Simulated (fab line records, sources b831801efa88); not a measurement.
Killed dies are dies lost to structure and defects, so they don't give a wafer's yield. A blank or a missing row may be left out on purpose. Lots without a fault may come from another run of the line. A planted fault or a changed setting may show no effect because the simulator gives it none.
One fault seen from 2 desks | flow sky130 | each desk has only its own numbers; what lay behind them comes last

THE TOOL OWNER'S DESK: litho_track-03
The tool's own readings at SKY_CAP2M_DEVELOP_11 (develop time 60 s): means of the sampled wafers that have a number, for each lot that ran on this tool. A lot is out of limits, marked OUT, if its mean lies more than 4 standard deviations from the usual mean; the brackets give that distance.
Columns: A = developer_temp_C at SKY_CAP2M_DEVELOP_11, usual 22.98 C
lot  | first seen here | A
L153 | day 38 21:59    | 22.93
L161 | day 40 21:19    | 22.94
L164 | day 41 05:53    | 25.38 (+24) OUT
L165 | day 41 13:55    | 25.28 (+24) OUT
L168 | day 42 09:11    | 25.32 (+24) OUT
L175 | day 49 02:52    | 23.00
This desk's finding: out of limits on L164, L165, L168; first on L164, day 41 05:53 (developer_temp_C at SKY_CAP2M_DEVELOP_11). In limits: L153, L161, L175.

THE METROLOGY DESK
What the gauges read, lot by lot, whatever tool the lot ran on: means of the sampled wafers that have a number. A lot is out of limits, marked OUT, if its mean lies more than 4 standard deviations from the usual mean; the brackets give that distance.
Columns: A = CAP2M_TIN_RS at SKY_CAP2M_RS_MEAS_03, usual 6.92 ohm/sq
lot  | first seen here | A
L153 | day 37 20:07    | 7.09
L154 | day 37 21:07    | 6.85
L155 | day 37 22:18    | 6.96
L156 | day 38 00:00    | 6.92
L159 | day 38 20:31    | 6.92
L161 | day 39 20:52    | 6.84
L164 | day 40 05:40    | 6.91
L165 | day 40 14:01    | 6.90
L168 | day 41 08:12    | 6.86
L173 | day 48 04:43    | 6.87
L174 | day 48 09:32    | 6.95
L175 | day 48 09:57    | 6.99
L176 | day 48 11:02    | 6.99
This desk's finding: nothing out of limits on any of the 13 lots.

PUT TOGETHER
The tool owner's desk could have raised an alarm at day 41 05:53, on L164, L165, L168.
The metrology desk saw nothing out of limits.
The metrology desk has L164, L165, L168 on record, within its limits.
Of the lots named, all ran SKY_CAP2M_DEVELOP_11 on litho_track-03.

WHAT THE SIMULATOR HAD PUT IN
Process parameter drift: litho_track-03, from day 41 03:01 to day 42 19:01, at SKY_CAP2M_DEVELOP_11. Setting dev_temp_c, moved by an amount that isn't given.
Lots struck among those shown: L164, L165, L168.
Hours from the fault's start to each desk's first reading out of limits: the tool owner's desk, 3.
